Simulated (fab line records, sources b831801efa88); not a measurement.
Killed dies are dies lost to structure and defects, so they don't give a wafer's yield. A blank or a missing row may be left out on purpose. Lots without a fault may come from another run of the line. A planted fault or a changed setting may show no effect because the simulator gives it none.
Split-lot experiment | flow sfq_line | 5 lots, 23 wafers read, on a route of 325 steps

THE SPLIT
At SFQ_TRILAYER_L0_LITHO_COAT_005 (resist thk 600 nm), the setting resist_thk_nm was moved away from the recipe's 600 nm on 11 of the 23 wafers read, by -5.8% to -1.8%. The other wafers ran this setting at the recipe's value.

The file shows no step between the split and the reading.

THE READING
KrF_of_TRILAYER_L0_LITHO_COAT_005.thk_nm (the simulator's own value, which no gauge read), in nm, at SFQ_TRILAYER_L0_ETCH_METAL_ETCH_008 (etches MoNx KI in SF6/O2, stops on SiO2, target depth 50 nm, time 25 s). The file gives no usual value for it. The 12 wafers here that ran the recipe average 481.5 nm, standard deviation 3.2 nm.

wafer  | tool, chamber at the split | resist_thk_nm as run, nm | against the recipe | KrF_of_TRILAYER_L0_LITHO_COAT_005.thk_nm, nm | against lot-mates on the recipe
L075.2 | litho_track-02, 0          | 600                      | recipe             | 483.2                                        | -
L075.5 | litho_track-02, 0          | 600                      | recipe             | 481.7                                        | -
L075.6 | litho_track-02, 0          | 600                      | recipe             | 480.5                                        | -
L078.1 | litho_track-02, 0          | 565.3                    | -5.8%              | 454.3                                        | -31.6
L078.2 | litho_track-02, 0          | 565.3                    | -5.8%              | 453                                          | -32.9
L078.3 | litho_track-02, 0          | 600                      | recipe             | 484.2                                        | -
L078.4 | litho_track-02, 0          | 600                      | recipe             | 487.5                                        | -
L078.5 | litho_track-02, 0          | 565.3                    | -5.8%              | 447.2                                        | -38.7
L081.1 | litho_track-02, 0          | 600                      | recipe             | 474.9                                        | -
L081.2 | litho_track-02, 0          | 600                      | recipe             | 481.6                                        | -
L081.3 | litho_track-02, 0          | 574.9                    | -4.2%              | 454.3                                        | -23.6
L081.4 | litho_track-02, 0          | 574.9                    | -4.2%              | 455.3                                        | -22.6
L081.5 | litho_track-02, 0          | 600                      | recipe             | 477.3                                        | -
L083.2 | litho_track-02, 0          | 581.5                    | -3.1%              | 464                                          | -16.5
L083.3 | litho_track-02, 0          | 581.5                    | -3.1%              | 461.6                                        | -18.9
L083.4 | litho_track-02, 0          | 581.5                    | -3.1%              | 463.5                                        | -17.0
L083.5 | litho_track-02, 0          | 600                      | recipe             | 480.1                                        | -
L083.6 | litho_track-02, 0          | 600                      | recipe             | 480.9                                        | -
L085.1 | litho_track-02, 0          | 589.4                    | -1.8%              | 467.5                                        | -15.8
L085.2 | litho_track-02, 0          | 589.4                    | -1.8%              | 466.9                                        | -16.4
L085.3 | litho_track-02, 0          | 600                      | recipe             | 484.6                                        | -
L085.5 | litho_track-02, 0          | 589.4                    | -1.8%              | 474.3                                        | -9.0
L085.6 | litho_track-02, 0          | 600                      | recipe             | 482                                          | -

THE FIT
A straight line over all 23 wafers: KrF_of_TRILAYER_L0_LITHO_COAT_005.thk_nm changes by +5.53 nm for each +1% of resist_thk_nm; r = +0.96; the points scatter about the line by 3.4 nm.
The same after taking each lot's own level away (the mean of its wafers on the recipe; 23 wafers): +5.83 nm for each +1%; r = +0.98; scatter 2.6 nm.
On that fit, the largest move of resist_thk_nm shifts the reading by 34 nm.
The lots' own levels span 477.93 to 485.85 nm, that is 2.5 times the standard deviation above.
So the lot-to-lot level changes the slope little: the two slopes agree.
Check: with one of the wafers moved furthest among these (-5.8%) left out of the fit, the line predicts -34.7 nm for it against its lot-mates. It came out at -31.6 nm against them.

THE WHOLE CHAIN: every reading that the file lists as answering this split, in the file's order
step                                | what it does                                                           | reading                                                                                   | change (the file's fit)              | r (the file's)
SFQ_TRILAYER_L0_LITHO_COAT_005      | resist thk 600 nm                                                      | KrF_of_TRILAYER_L0_LITHO_COAT_005.thk_nm (the simulator's own value, which no gauge read) | +6.04 nm for each +1% of the setting | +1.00
SFQ_TRILAYER_L0_ETCH_METAL_ETCH_008 | etches MoNx KI in SF6/O2, stops on SiO2, target depth 50 nm, time 25 s | KrF_of_TRILAYER_L0_LITHO_COAT_005.thk_nm (the simulator's own value, which no gauge read) | +5.87 nm for each +1% of the setting | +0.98

THE FILE'S OWN FIT
KrF_of_TRILAYER_L0_LITHO_COAT_005.thk_nm changes by +5.87 nm for each +1% of resist_thk_nm, r = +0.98.
